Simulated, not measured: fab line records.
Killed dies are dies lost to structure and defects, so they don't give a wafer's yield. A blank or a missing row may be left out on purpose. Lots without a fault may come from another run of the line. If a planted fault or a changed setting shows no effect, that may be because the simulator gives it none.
Shared-tool check | flow gf180mcu | 12 lots, 39 wafers sampled

## THE REASON FOR OPENING IT
Of 12 lots, 1 have the reading HV_LDD_CVD_54_THK flagged at GF_HV_LDD_THK_MEAS_55. Wafers without a fault read 10.00 nm, standard deviation 0.13.
Rule: a lot is flagged when every wafer of it that has a number lies more than 4 standard deviations from that mean, or none has a number. The rest of the lots are taken to be sound.

lot  | measured     | on            | HV_LDD_CVD_54_THK (nm), wafer by wafer | flag
L552 | day 12 14:23 | film metro-02 | 9.77 9.90 9.86                         |
L553 | day 12 23:11 | film metro-01 | 9.69 9.73 9.90                         |
L554 | day 13 01:42 | film metro-04 | 10.27 10.17 10.12                      |
L555 | day 13 07:59 | film metro-01 | 10.23 10.16 10.13                      |
L556 | day 13 19:07 | film metro-01 | 10.05 10.02 9.98                       |
L557 | day 14 04:49 | film metro-02 | 9.92 10.10 9.97                        |
L558 | day 14 11:16 | film metro-04 | 9.95 10.01 10.03                       |
L559 | day 14 19:31 | film metro-02 | 10.14 10.05 10.06                      |
L561 | day 15 12:56 | film metro-01 | 10.15 10.22 10.15                      |
L563 | day 16 01:20 | film metro-04 | 9.97 10.07 9.87                        |
L568 | day 19 04:18 | film metro-04 | 5.16 5.15 5.19 5.19 5.07 5.19          | FLAGGED
L574 | day 19 16:15 | film metro-02 | 9.83 9.78 9.81                         |
The numbers of the flagged lots are 5.16 nm on average: -4.84 nm against the usual, or -37 standard deviations.

## TOOL THAT RAN EACH LOT
2 process steps preceding the reading are held in the record, out of 602 steps in the route. In each cell: the tool, then ch and the chambers that the sampled wafers went through, then the start.
lot  | flag    | GF_DUAL_GATE_STRIP_13                | GF_HV_LDD_CVD_54
L552 |         | plasma asher-01 ch 0,1, day 8 11:59  | lpcvd-02 ch 1, day 12 13:22
L553 |         | plasma asher-01 ch 0,1, day 8 18:05  | lpcvd-02 ch 0, day 12 21:38
L554 |         | plasma asher-04 ch 0,1, day 8 21:26  | lpcvd-01 ch 1, day 13 00:40
L555 |         | plasma asher-04 ch 0,1, day 9 03:25  | lpcvd-01 ch 0, day 13 06:58
L556 |         | plasma asher-02 ch 0,1, day 9 12:28  | lpcvd-01 ch 1, day 13 18:05
L557 |         | plasma asher-02 ch 0,1, day 9 20:10  | lpcvd-02 ch 1, day 14 03:47
L558 |         | plasma asher-01 ch 0,1, day 10 02:15 | lpcvd-01 ch 1, day 14 10:14
L559 |         | plasma asher-04 ch 0,1, day 10 09:38 | lpcvd-01 ch 0, day 14 18:29
L561 |         | plasma asher-01 ch 0,1, day 11 00:49 | lpcvd-02 ch 1, day 15 11:53
L563 |         | plasma asher-01 ch 0,1, day 11 11:53 | lpcvd-01 ch 1, day 16 00:19
L568 | FLAGGED | plasma asher-02 ch 1, day 14 07:12   | lpcvd-02 ch 1, day 19 03:17
L574 |         | plasma asher-01 ch 0,1, day 14 14:16 | lpcvd-01 ch 1, day 19 15:13
What the steps here do:
- GF_DUAL_GATE_STRIP_13: strips in O2/N2.
- GF_HV_LDD_CVD_54: deposits SiO2 from TEOS, target thk 10 nm, time 75 s.
- GF_HV_LDD_THK_MEAS_55

## FLAGGED AGAINST TOTAL, ONE TOOL AT A TIME (gauges that did the reading follow at the end)
step                  | tool            | lots run | flagged | share of the flagged lots | sound lots run after its first flagged lot
GF_DUAL_GATE_STRIP_13 | plasma asher-01 | 6        | 0       | none                      | -
GF_DUAL_GATE_STRIP_13 | plasma asher-02 | 3        | 1       | all                       | 0
GF_DUAL_GATE_STRIP_13 | plasma asher-04 | 3        | 0       | none                      | -
GF_HV_LDD_CVD_54      | lpcvd-01        | 7        | 0       | none                      | -
GF_HV_LDD_CVD_54      | lpcvd-02        | 5        | 1       | all                       | 0
GF_HV_LDD_THK_MEAS_55 | film metro-01   | 4        | 0       | none                      | -
GF_HV_LDD_THK_MEAS_55 | film metro-02   | 4        | 0       | none                      | -
GF_HV_LDD_THK_MEAS_55 | film metro-04   | 4        | 1       | all                       | 0

## WHAT THE TABLE ALLOWS
Every flagged lot was run by 3 rows of the table: plasma asher-02 at GF_DUAL_GATE_STRIP_13, lpcvd-02 at GF_HV_LDD_CVD_54 and film metro-04 at GF_HV_LDD_THK_MEAS_55.
- plasma asher-02 at GF_DUAL_GATE_STRIP_13: 1 of its 3 lots flagged. It ran its last sound lot, L557, at day 9 20:10 and its first flagged lot, L568, at day 14 07:12: a fault with its onset between the two fits.
- lpcvd-02 at GF_HV_LDD_CVD_54: 1 of its 5 lots flagged. It ran its last sound lot, L561, at day 15 11:53 and its first flagged lot, L568, at day 19 03:17: a fault with its onset between the two fits. Its own readings lie more than 4 standard deviations out on every wafer of the flagged lots: spike tc bottom C, spike tc centre C, spike tc lower C, spike tc top C, spike tc upper C, susceptor temp C.
- film metro-04 at GF_HV_LDD_THK_MEAS_55: 1 of its 4 lots flagged. It ran its last sound lot, L563, at day 16 01:20 and its first flagged lot, L568, at day 19 04:18: a fault with its onset between the two fits.
Because each of these 3 tools fits a fault that began at some hour, counting lots does not separate them. More lots, or a look at what each step does to the wafer, might.

## WHAT THE SIMULATOR PUT IN
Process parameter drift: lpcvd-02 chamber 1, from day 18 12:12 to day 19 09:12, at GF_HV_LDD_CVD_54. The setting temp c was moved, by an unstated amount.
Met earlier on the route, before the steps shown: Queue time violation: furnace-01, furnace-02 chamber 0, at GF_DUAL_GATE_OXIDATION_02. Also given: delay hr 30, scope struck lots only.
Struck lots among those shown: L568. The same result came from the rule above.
